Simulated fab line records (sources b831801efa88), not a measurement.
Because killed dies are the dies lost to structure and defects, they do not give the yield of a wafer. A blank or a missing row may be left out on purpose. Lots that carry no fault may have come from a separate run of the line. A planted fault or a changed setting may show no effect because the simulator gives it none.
fab line records ; flow gf180mcu
record lots=15; wafers=45; last-day=34
route steps=602 shown TOP_METAL@569 PASSIVATION@599
lots that met no fault: taken from a fault-free run of the same line
start-h: hours from the record's first day to the start of the lot's first wafer shown ; wait-h: hours from the lot's prior step to this one ; " unchanged from the row above ; L1.1+2: a single row standing in for several wafers ; - no value, or no start was given ; * or withheld: withheld ; < > ~ a bound
route shown NAME@n: NAME is a module with steps in the file, n the number in the route of the first one ; usual: mean and standard deviation over wafers with no fault ; same: alike in all rows ; chamber/n: place in a boat ; sites: the reading at each site ; _std_site: how widely they spread, as a standard deviation ; _edge_site: outer sites' mean less inner sites' ; radius-mm: how far each site lies from the wafer's centre ; mask NAME#n: copy n ; behind: the last tool/chamber to shape the wafer ; hold: cause of the lot's hold/its duration in hours/its outcome ; device: which transistor (n, p or np) failed to switch ; end of line: at the end of the route, the tests of the same wafers ; a step without rows: its recipe alone ; killed: not the wafer's yield, but the dies lost to structure and defects at the first sort ; map: a wafer's dies, x killed, . not, _ none there
set.NAME: the setting that was run; set.NAME@STEP: the one run at that earlier step ; model.NAME: the simulator's own value behind a step, which no gauge read
the route's steps for a sample of lots (tables are steps, rows are wafers)
services: the hour from which a tool's chamber was out of use, counted from the record's first day as start-h (under 0 if before that day), plus the number of hours and why
## steps
# step GF_TOP_METAL_SPUTTER_02
# recipe material=AlCu; target-thk-nm=900; power-w=10600; chamber-pressure-pa=0.3; substrate-temp-c=250; gas=Ar; time-s=47.82
# usual throttle-valve-pct=30.5/0.7
lot.wafer;tool;chamber;start-h;wait-h;throttle-valve-pct
L778.2;pvd-sputter-02;-;624.44;0.0;30.7
L778.4;pvd-sputter-02;-;624.44;0.0;31.3
L778.6;pvd-sputter-02;-;624.44;0.0;30.4
L779.1;pvd-sputter-02;-;640.69;0.0;31.0
L779.5;pvd-sputter-02;-;640.69;0.0;29.9
L779.6;pvd-sputter-02;-;640.69;0.0;31.1
L780.1;pvd-sputter-02;-;644.30;0.0;31.1
L780.2;pvd-sputter-02;-;644.30;0.0;30.8
L780.6;pvd-sputter-02;-;644.30;0.0;31.1
L781.1;pvd-sputter-02;-;653.08;0.0;30.7
L781.2;pvd-sputter-02;-;653.08;0.0;31.2
L781.3;pvd-sputter-02;-;653.08;0.0;31.1
L782.1;pvd-sputter-02;-;659.53;0.0;30.8
L782.2;pvd-sputter-02;-;659.53;0.0;29.8
L782.3;pvd-sputter-02;-;659.53;0.0;31.1
L783.2;pvd-sputter-01;-;668.61;0.0;30.3
L783.3;pvd-sputter-01;-;668.61;0.0;28.9
L783.5;pvd-sputter-01;-;668.61;0.0;29.5
L784.1;pvd-sputter-01;-;677.66;0.0;30.6
L784.5;pvd-sputter-01;-;677.66;0.0;28.9
L784.6;pvd-sputter-01;-;677.66;0.0;31.1
L785.1;pvd-sputter-04;-;684.11;0.0;30.6
L785.2;pvd-sputter-04;-;684.11;0.0;29.9
L785.6;pvd-sputter-04;-;684.11;0.0;29.7
L788.1;pvd-sputter-02;-;705.11;0.0;29.8
L788.3;pvd-sputter-02;-;705.11;0.0;31.2
L788.6;pvd-sputter-02;-;705.11;0.0;29.6
L789.1;pvd-sputter-02;-;714.21;0.0;31.0
L789.4;pvd-sputter-02;-;714.21;0.0;31.4
L789.6;pvd-sputter-02;-;714.21;0.0;31.4
L790.2;pvd-sputter-04;-;718.13;0.0;30.6
L790.3;pvd-sputter-04;-;718.13;0.0;30.5
L790.6;pvd-sputter-04;-;718.13;0.0;29.7
L797.1;pvd-sputter-04;-;763.74;0.0;30.4
L797.2;pvd-sputter-04;-;763.74;0.0;30.8
L797.6;pvd-sputter-04;-;763.74;0.0;30.0
L798.2;pvd-sputter-02;-;768.80;0.0;31.2
L798.4;pvd-sputter-02;-;768.80;0.0;31.4
L798.6;pvd-sputter-02;-;768.80;0.0;30.7
L799.1;pvd-sputter-04;-;772.05;0.0;30.7
L799.3;pvd-sputter-04;-;772.05;0.0;30.8
L799.5;pvd-sputter-04;-;772.05;0.0;30.9
L801.1;pvd-sputter-02;-;784.84;0.0;30.8
L801.3;pvd-sputter-02;-;784.84;0.0;31.1
L801.5;pvd-sputter-02;-;784.84;0.0;31.2
# step GF_TOP_METAL_EXPOSE_11
# recipe mask-id=MetalTop; target-cd-nm=440; na=0.6; source-shape=conventional; sigma-outer=0.6; dose-mj=170
# usual exposure-dose-mJ-cm2=169.2/0.57; focus-offset-nm=0.1/0.59; sigma-outer=0.6/0
lot.wafer;tool;chamber;start-h;wait-h;mask;exposure-dose-mJ-cm2;focus-offset-nm;sigma-outer
L778.2;iline-stepper-01;0;634.83;-;MetalTop#0;170.1;0.0;0.6
L778.4;iline-stepper-01;0;634.83;-;MetalTop#0;169.9;0.3;0.6
L778.6;iline-stepper-01;0;634.83;-;MetalTop#0;170.0;0.1;0.6
L779.1;iline-stepper-01;0;651.05;-;MetalTop#0;168.8;-0.1;0.6
L779.5;iline-stepper-01;0;651.05;-;MetalTop#0;168.9;-0.9;0.6
L779.6;iline-stepper-01;0;651.05;-;MetalTop#0;169.1;-0.5;0.6
L780.1;iline-stepper-01;0;654.51;-;MetalTop#0;168.9;-0.4;0.6
L780.2;iline-stepper-01;0;654.51;-;MetalTop#0;168.5;-0.5;0.6
L780.6;iline-stepper-01;0;654.51;-;MetalTop#0;169.0;0.2;0.6
L781.1;iline-stepper-02;0;663.02;-;MetalTop#0;169.9;0.0;0.6
L781.2;iline-stepper-02;0;663.02;-;MetalTop#0;169.9;-0.6;0.6
L781.3;iline-stepper-02;0;663.02;-;MetalTop#0;170.0;0.4;0.6
L782.1;iline-stepper-01;0;669.42;-;MetalTop#0;168.7;0.0;0.6
L782.2;iline-stepper-01;0;669.42;-;MetalTop#0;168.5;-0.3;0.6
L782.3;iline-stepper-01;0;669.42;-;MetalTop#0;168.6;-0.1;0.6
L783.2;iline-stepper-01;0;678.31;-;MetalTop#0;168.6;-0.4;0.6
L783.3;iline-stepper-01;0;678.31;-;MetalTop#0;168.7;0.3;0.6
L783.5;iline-stepper-01;0;678.31;-;MetalTop#0;168.6;0.6;0.6
L784.1;iline-stepper-01;0;687.14;-;MetalTop#0;168.8;1.2;0.6
L784.5;iline-stepper-01;0;687.14;-;MetalTop#0;168.6;0.5;0.6
L784.6;iline-stepper-01;0;687.14;-;MetalTop#0;168.7;-0.1;0.6
L785.1;iline-stepper-02;0;694.20;-;MetalTop#0;169.6;0.5;0.6
L785.2;iline-stepper-02;0;694.20;-;MetalTop#0;169.6;-0.2;0.6
L785.6;iline-stepper-02;0;694.20;-;MetalTop#0;169.8;0.5;0.6
L788.1;iline-stepper-02;-;714.34;-;MetalTop#0;-;-;-
L788.3;iline-stepper-02;-;714.34;-;MetalTop#0;-;-;-
L788.6;iline-stepper-02;-;714.34;-;MetalTop#0;-;-;-
L789.1;iline-stepper-02;-;723.10;-;MetalTop#0;-;-;-
L789.4;iline-stepper-02;-;723.10;-;MetalTop#0;-;-;-
L789.6;iline-stepper-02;-;723.10;-;MetalTop#0;-;-;-
L790.2;iline-stepper-01;-;727.43;-;MetalTop#0;-;-;-
L790.3;iline-stepper-01;-;727.43;-;MetalTop#0;-;-;-
L790.6;iline-stepper-01;-;727.43;-;MetalTop#0;-;-;-
L797.1;iline-stepper-01;0;772.06;-;MetalTop#0;168.7;0.9;0.6
L797.2;iline-stepper-01;0;772.06;-;MetalTop#0;168.8;1.3;0.6
L797.6;iline-stepper-01;0;772.06;-;MetalTop#0;168.8;0.3;0.6
L798.2;iline-stepper-01;0;777.01;-;MetalTop#0;168.7;-0.4;0.6
L798.4;iline-stepper-01;0;777.01;-;MetalTop#0;169.0;-0.6;0.6
L798.6;iline-stepper-01;0;777.01;-;MetalTop#0;168.6;0.4;0.6
L799.1;iline-stepper-01;0;779.86;-;MetalTop#0;168.8;-0.9;0.6
L799.3;iline-stepper-01;0;779.86;-;MetalTop#0;168.8;0.0;0.6
L799.5;iline-stepper-01;0;779.86;-;MetalTop#0;168.9;-0.8;0.6
L801.1;iline-stepper-02;0;792.72;-;MetalTop#0;170.0;-0.2;0.6
L801.3;iline-stepper-02;0;792.72;-;MetalTop#0;169.9;0.7;0.6
L801.5;iline-stepper-02;0;792.72;-;MetalTop#0;169.8;-0.2;0.6
# step GF_PASSIVATION_STRIP_12
# recipe chemistry=O2/N2; power-w=1400; pressure-mtorr=1500; platen-temp-c=250; o2-flow-sccm=3000; n2-flow-sccm=300; overash-fraction=0.5
# usual chamber-pressure-mTorr=1499.9/1.3; drypump-motor-current-A=5.7/0.46; heater-power-w=354/37; n2-flow-sccm=300.1/0.87; oes-product-au=0.719/0.0042; strip-time-to-endpoint-s=34.72/0.22
lot.wafer;tool;chamber;start-h;wait-h;chamber-pressure-mTorr;drypump-motor-current-A;heater-power-w;n2-flow-sccm;oes-product-au;rf-hours-counter-h;strip-time-to-endpoint-s
L778.2;plasma-asher-01;1;665.49;0.1;1499.1;5.7;308;299.6;0.717;91;34.49
L778.4;plasma-asher-01;1;665.49;0.1;1499.6;5.7;311;300.7;0.717;-;34.59
L778.6;plasma-asher-01;1;665.49;0.1;1499.2;5.7;310;301.1;0.723;-;34.67
L779.1;plasma-asher-04;1;680.80;0.1;1500.4;6.4;311;298.7;0.732;29;34.81
L779.5;plasma-asher-04;0;680.80;0.1;1500.0;5.1;345;302.7;0.712;-;34.59
L779.6;plasma-asher-04;1;680.80;0.1;1502.7;6.4;320;299.6;0.724;-;34.88
L780.1;plasma-asher-03;1;684.37;0.2;1499.6;6.3;407;300.6;0.722;59;34.54
L780.2;plasma-asher-03;0;684.37;0.2;1500.1;5.3;329;299.5;0.717;59;34.56
L780.6;plasma-asher-03;1;684.37;0.2;1498.7;6.3;399;301.0;0.722;-;34.82
L781.1;plasma-asher-01;0;692.84;0.1;1501.2;5.5;375;299.9;0.722;94;34.86
L781.2;plasma-asher-01;1;692.84;0.1;1499.4;5.7;315;300.0;0.717;94;34.74
L781.3;plasma-asher-01;1;692.84;0.1;1501.6;5.7;311;299.7;0.723;-;34.62
L782.1;plasma-asher-03;0;698.74;0.1;1499.0;5.3;329;299.7;0.720;61;34.60
L782.2;plasma-asher-03;1;698.74;0.1;1501.4;6.3;413;300.1;0.716;61;35.10
L782.3;plasma-asher-03;1;698.74;0.1;1499.7;6.3;413;299.8;0.725;-;35.12
L783.2;plasma-asher-01;1;707.20;0.1;1502.8;5.7;309;301.1;0.720;96;34.90
L783.3;plasma-asher-01;1;707.20;0.1;1502.3;5.7;307;300.6;0.722;-;34.70
L783.5;plasma-asher-01;1;707.20;0.1;1500.9;5.8;308;299.7;0.717;-;34.50
L784.1;plasma-asher-01;1;715.35;0.1;1501.4;5.7;303;301.2;0.719;96;34.47
L784.5;plasma-asher-01;0;715.35;0.1;1499.9;5.5;383;300.1;0.717;-;34.42
L784.6;plasma-asher-01;1;715.35;0.1;1500.1;5.7;315;300.5;0.720;-;34.23
L785.1;plasma-asher-01;0;722.15;0.1;1500.2;5.5;374;299.5;0.714;97;34.32
L785.2;plasma-asher-01;1;722.15;0.1;1499.8;5.8;307;300.5;0.715;97;34.49
L785.6;plasma-asher-01;0;722.15;0.1;1499.7;5.5;376;299.9;0.723;-;34.70
L797.1;plasma-asher-03;1;796.63;0.1;1498.4;6.3;412;300.3;0.712;72;34.88
L797.2;plasma-asher-03;0;796.63;0.1;1501.2;5.3;338;299.3;0.717;72;34.63
L797.6;plasma-asher-03;1;796.63;0.1;1498.7;6.3;402;299.5;0.723;-;34.60
L798.2;plasma-asher-03;1;801.60;0.1;1502.1;6.3;419;300.5;0.718;72;34.79
L798.4;plasma-asher-03;0;801.60;0.1;1499.1;5.3;332;300.8;0.711;-;34.86
L798.6;plasma-asher-03;0;801.60;0.1;1499.3;5.3;333;300.6;0.718;-;35.04
L799.1;plasma-asher-03;1;803.50;0.1;1498.2;6.3;396;299.3;0.717;73;34.92
L799.3;plasma-asher-03;0;803.50;0.1;1498.8;5.3;337;300.2;0.714;-;34.36
L799.5;plasma-asher-03;0;803.50;0.1;1498.7;5.3;337;300.0;0.720;-;34.81
L801.1;plasma-asher-01;0;815.35;0.1;1500.3;5.5;370;300.7;0.717;105;35.12
L801.3;plasma-asher-01;0;815.35;0.1;1498.7;5.5;385;300.3;0.720;-;35.15
L801.5;plasma-asher-01;1;815.35;0.1;1501.0;5.7;307;299.8;0.721;-;34.99
# step GF_PASSIVATION_BOW_MEAS_14
# recipe mode=bow
# usual PASSIVATION_BOW=136/11
lot.wafer;tool;chamber;start-h;wait-h;PASSIVATION_BOW[um]
L778.2;film-metro-02;-;667.11;0.0;127
L778.4;film-metro-02;-;667.11;0.0;117
L778.6;film-metro-02;-;667.11;0.0;124
L779.1;film-metro-02;-;682.57;0.0;135
L779.5;film-metro-02;-;682.57;0.0;127
L779.6;film-metro-02;-;682.57;0.0;140
L780.1;film-metro-04;-;685.97;0.0;135
L780.2;film-metro-04;-;685.97;0.0;140
L780.6;film-metro-04;-;685.97;0.0;133
L781.1;film-metro-01;-;694.44;0.0;148
L781.2;film-metro-01;-;694.44;0.0;146
L781.3;film-metro-01;-;694.44;0.0;152
L782.1;film-metro-01;-;700.34;0.0;134
L782.2;film-metro-01;-;700.34;0.0;123
L782.3;film-metro-01;-;700.34;0.0;122
L783.2;film-metro-02;-;709.17;0.0;137
L783.3;film-metro-02;-;709.17;0.0;125
L783.5;film-metro-02;-;709.17;0.0;122
L784.1;film-metro-02;-;716.95;0.0;127
L784.5;film-metro-02;-;716.95;0.0;127
L784.6;film-metro-02;-;716.95;0.0;120
L785.1;film-metro-01;-;723.75;0.0;139
L785.2;film-metro-01;-;723.75;0.0;136
L785.6;film-metro-01;-;723.75;0.0;135
L797.1;film-metro-04;-;798.23;0.0;144
L797.2;film-metro-04;-;798.23;0.0;133
L797.6;film-metro-04;-;798.23;0.0;135
L798.2;film-metro-04;-;803.22;0.0;122
L798.4;film-metro-04;-;803.22;0.0;132
L798.6;film-metro-04;-;803.22;0.0;116
L799.1;film-metro-02;-;805.17;0.1;140
L799.3;film-metro-02;-;805.17;0.1;140
L799.5;film-metro-02;-;805.17;0.1;142
L801.1;film-metro-02;-;816.95;0.0;137
L801.3;film-metro-02;-;816.95;0.0;132
L801.5;film-metro-02;-;816.95;0.0;143
## services
tool;chamber;start-h;hours;kind
plasma-asher-04;-;615.47;1.4;repair
iline-stepper-02;-;636.63;13.1;repair
iline-stepper-01;0;639.46;-;calibration
iline-stepper-01;-;642.79;-;calibration
iline-stepper-02;-;649.75;1.7;pm
iline-stepper-01;-;659.69;4.4;pm
pvd-sputter-02;-;675.91;10.1;repair
iline-stepper-01;-;693.18;1.7;pm
plasma-asher-01;-;695.10;1.7;repair
pvd-sputter-04;-;700.49;1.2;repair
iline-stepper-02;0;707.83;-;calibration
iline-stepper-01;-;709.62;4.8;repair
plasma-asher-01;-;729.25;14.6;pm
pvd-sputter-02;-;742.68;1.5;repair
pvd-sputter-02;-;750.95;7.0;repair
pvd-sputter-04;-;785.58;2.7;repair
plasma-asher-04;-;814.07;2.8;pm
## key
first-sign step=GF_TOP_METAL_EXPOSE_11; reading=tool-record; direction=missing
effect none on later readings
met-at GF_TOP_METAL_EXPOSE_11
struck-lots L788,L789,L790
later-rows-left-out L788.1,L788.3,L788.6,L789.1,L789.4,L789.6,L790.2,L790.3,L790.6
sort-left-out L788.1,L788.3,L788.6,L789.1,L789.4,L789.6,L790.2,L790.3,L790.6
not-acting-at GF_TOP_METAL_SPUTTER_02,GF_PASSIVATION_STRIP_12,GF_PASSIVATION_BOW_MEAS_14
onset-between 694.20 714.34
fault kind=skipped-step-whole; tool=iline-stepper-01,iline-stepper-02; chamber=-; onset-h=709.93; steps=GF_TOP_METAL_EXPOSE_11; scope=struck-lots-only
# sort-left-out: the simulated sort isn't trusted on such a fault, so these wafers' sort isn't shown, and their yield isn't known
# later-rows-left-out: the simulator's readings of these wafers behind a module that went badly wrong aren't trusted and aren't shown, but for the sort
